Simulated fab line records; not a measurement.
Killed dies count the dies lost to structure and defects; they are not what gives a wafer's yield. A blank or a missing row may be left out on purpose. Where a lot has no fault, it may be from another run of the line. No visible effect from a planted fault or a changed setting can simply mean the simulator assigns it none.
Which of the tools did it? :: flow sfq_line :: 42 wafers from 14 lots sampled at 2 of the route's 325 steps

WHAT THE GAUGES SHOWED, per wafer
SFQ_M0_RS_MEAS_904: measures by four-point-probe. Usual: M0_NB_RS typically reads 0.883 ohm/sq, with standard deviation 0.0074.
lot: L942
measured: day 3 21:05
on: film_metro-04
M0_NB_RS (ohm/sq): 0.896 0.895 0.895
flag: 

lot: L944
measured: day 4 03:50
on: film_metro-04
M0_NB_RS (ohm/sq): 0.880 0.880 0.870
flag: 

lot: L945
measured: day 4 13:25
on: film_metro-04
M0_NB_RS (ohm/sq): 0.879 0.879 0.876
flag: 

lot: L947
measured: day 5 02:40
on: film_metro-03
M0_NB_RS (ohm/sq): 0.894 0.880 0.885
flag: 

lot: L949
measured: day 5 08:38
on: film_metro-04
M0_NB_RS (ohm/sq): 0.879 0.880 0.879
flag: 

lot: L950
measured: day 5 13:26
on: film_metro-03
M0_NB_RS (ohm/sq): 0.875 0.884 0.886
flag: 

lot: L951
measured: day 5 17:01
on: film_metro-03
M0_NB_RS (ohm/sq): 0.882 0.874 0.881
flag: 

lot: L952
measured: day 5 20:40
on: film_metro-01
M0_NB_RS (ohm/sq): 0.883 0.889 0.880
flag: 

lot: L953
measured: day 5 23:02
on: film_metro-03
M0_NB_RS (ohm/sq): 0.874 0.874 0.885
flag: 

lot: L954
measured: day 6 09:54
on: film_metro-01
M0_NB_RS (ohm/sq): 0.882 0.875 0.876
flag: 

lot: L956
measured: day 6 15:53
on: film_metro-01
M0_NB_RS (ohm/sq): 0.528 0.895 0.894
flag: OFF

lot: L957
measured: day 6 23:05
on: film_metro-04
M0_NB_RS (ohm/sq): 0.527 0.891 0.888
flag: OFF

lot: L963
measured: day 8 01:29
on: film_metro-03
M0_NB_RS (ohm/sq): 0.890 0.891 0.890
flag: 

lot: L964
measured: day 8 06:43
on: film_metro-01
M0_NB_RS (ohm/sq): 0.875 0.879 0.864
flag: 

EACH LOT AND THE TOOL THAT RAN IT (in order: tool; ch and the chambers of the sampled wafers; start)
lot: L942
SFQ_TRILAYER_M0_DEP_SPUTTER_019: pvd_sputter-06, day 3 20:59

lot: L944
SFQ_TRILAYER_M0_DEP_SPUTTER_019: pvd_sputter-04, day 4 03:44

lot: L945
SFQ_TRILAYER_M0_DEP_SPUTTER_019: pvd_sputter-05, day 4 13:20

lot: L947
SFQ_TRILAYER_M0_DEP_SPUTTER_019: pvd_sputter-05, day 5 02:32

lot: L949
SFQ_TRILAYER_M0_DEP_SPUTTER_019: pvd_sputter-04, day 5 08:32

lot: L950
SFQ_TRILAYER_M0_DEP_SPUTTER_019: pvd_sputter-04, day 5 13:20

lot: L951
SFQ_TRILAYER_M0_DEP_SPUTTER_019: pvd_sputter-05, day 5 16:56

lot: L952
SFQ_TRILAYER_M0_DEP_SPUTTER_019: pvd_sputter-04, day 5 20:32

lot: L953
SFQ_TRILAYER_M0_DEP_SPUTTER_019: pvd_sputter-05, day 5 22:56

lot: L954
SFQ_TRILAYER_M0_DEP_SPUTTER_019: pvd_sputter-05, day 6 09:47

lot: L956
SFQ_TRILAYER_M0_DEP_SPUTTER_019: pvd_sputter-05, day 6 15:47

lot: L957
SFQ_TRILAYER_M0_DEP_SPUTTER_019: pvd_sputter-05, day 6 22:59

lot: L963
SFQ_TRILAYER_M0_DEP_SPUTTER_019: pvd_sputter-06, day 8 01:23

lot: L964
SFQ_TRILAYER_M0_DEP_SPUTTER_019: pvd_sputter-04, day 8 06:35
- SFQ_TRILAYER_M0_DEP_SPUTTER_019: material Nb, target thk 200 nm, time 133.3 s.

AS READ BY THE TOOLS THEMSELVES (means over the sampled wafers that have a number; for cases with no such wafer, the mark the record gives instead)
SFQ_TRILAYER_M0_DEP_SPUTTER_019. Usual: cathode_dc_power_W 2000.0 W, standard deviation 0.35; throttle_valve_pct 29.8 %, standard deviation 0.84.
lot: L942
tool: pvd_sputter-06
cathode_dc_power_W (W): 1999.8
throttle_valve_pct (%): 29.9
flag: 

lot: L944
tool: pvd_sputter-04
cathode_dc_power_W (W): 2000.0
throttle_valve_pct (%): 29.5
flag: 

lot: L945
tool: pvd_sputter-05
cathode_dc_power_W (W): 2000.1
throttle_valve_pct (%): 30.8
flag: 

lot: L947
tool: pvd_sputter-05
cathode_dc_power_W (W): 2000.0
throttle_valve_pct (%): 29.9
flag: 

lot: L949
tool: pvd_sputter-04
cathode_dc_power_W (W): 1999.9
throttle_valve_pct (%): 29.1
flag: 

lot: L950
tool: pvd_sputter-04
cathode_dc_power_W (W): 2000.1
throttle_valve_pct (%): 29.0
flag: 

lot: L951
tool: pvd_sputter-05
cathode_dc_power_W (W): 2000.0
throttle_valve_pct (%): 30.2
flag: 

lot: L952
tool: pvd_sputter-04
cathode_dc_power_W (W): 1999.8
throttle_valve_pct (%): 29.2
flag: 

lot: L953
tool: pvd_sputter-05
cathode_dc_power_W (W): 2000.1
throttle_valve_pct (%): 30.7
flag: 

lot: L954
tool: pvd_sputter-05
cathode_dc_power_W (W): 2000.0
throttle_valve_pct (%): 30.6
flag: 

lot: L956
tool: pvd_sputter-05
cathode_dc_power_W (W): 1999.9
throttle_valve_pct (%): 29.7
flag: 

lot: L957
tool: pvd_sputter-05
cathode_dc_power_W (W): 2000.1
throttle_valve_pct (%): 29.8
flag: 

lot: L963
tool: pvd_sputter-06
cathode_dc_power_W (W): 1999.9
throttle_valve_pct (%): 30.2
flag: 

lot: L964
tool: pvd_sputter-04
cathode_dc_power_W (W): 1999.9
throttle_valve_pct (%): 29.6
flag: 

THE ANSWER, worked out from the rows above alone
Rule: a lot is off if the mean of its wafers that have a number lies more than 3 standard deviations from the usual mean. Also off: a lot with no number at a reading for which 4 or more lots have one. The other lots that the step has rows for count as sound. First the gauges in route order, then the tools' own readings, where a lot's mean is used as printed above. The first step at which some lot is off is used, and at that step the reading that is off furthest; a lot without a number counts as furthest.
Off: at SFQ_M0_RS_MEAS_904 (M0_NB_RS), L956, L957.
A tool fits if, at a process step before that reading, it ran every lot that is off, and no sound lot after the first of them. Those tools and the gauges at SFQ_M0_RS_MEAS_904 are tried in the same way. One candidate fits, namely pvd_sputter-05 at SFQ_TRILAYER_M0_DEP_SPUTTER_019. A fault onset in the window from L954 (day 6 09:47, its last sound lot) to L956 (day 6 15:47, its first lot off) fits.

WHAT HAD BEEN PUT IN BY THE SIMULATOR
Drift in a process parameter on pvd_sputter-05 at SFQ_TRILAYER_M0_DEP_SPUTTER_019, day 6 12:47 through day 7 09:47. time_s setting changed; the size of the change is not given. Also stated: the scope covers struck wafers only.
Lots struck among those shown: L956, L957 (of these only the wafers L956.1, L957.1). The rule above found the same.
